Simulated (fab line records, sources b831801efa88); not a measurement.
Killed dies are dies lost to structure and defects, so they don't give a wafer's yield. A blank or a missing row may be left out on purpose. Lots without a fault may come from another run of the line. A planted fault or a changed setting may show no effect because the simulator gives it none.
Which tool did it? | flow gf180mcu | 7 lots, 21 wafers sampled, at 1 step of a route of 602

WHAT THE GAUGES READ, wafer by wafer
GF_V4_THK_MEAS_01.
lot  | measured     | on            | V4_CVD_00_THK (nm)
L627 | day 23 18:36 | film_metro-04 | 621 624 625
L630 | day 24 22:21 | film_metro-01 | 605 618 613
L632 | day 25 13:38 | film_metro-04 | 607 616 616
L634 | day 26 08:23 | film_metro-01 | 616 619 618
L638 | day 27 20:35 | film_metro-04 | 622 620 608
L640 | day 28 05:32 | film_metro-01 | 619 620 625
L649 | day 30 19:05 | film_metro-01 | 619 610 614

WHICH TOOL RAN EACH LOT (tool, then ch and the chambers of the sampled wafers, then the start)
The record holds no process step before these readings.

THE ANSWER, worked out from the rows above alone
Rule: what is usual is taken from the lots themselves. Put in order of their means at a reading, lots are off if they are a third of the lots or fewer, leave a main group of 4 or more, and stand apart from it by a gap of 3 or more times the standard deviation of the main group's means; of several such gaps the widest counts. A main group whose means are all the same, to the digits that the tables above print for the reading, isn't used. A lot without any number at a reading at which 4 lots or more have one is off too. The other lots that the step has rows for count as sound.
No lot is off at any reading shown: from this, nothing can be told.

WHAT THE SIMULATOR HAD PUT IN
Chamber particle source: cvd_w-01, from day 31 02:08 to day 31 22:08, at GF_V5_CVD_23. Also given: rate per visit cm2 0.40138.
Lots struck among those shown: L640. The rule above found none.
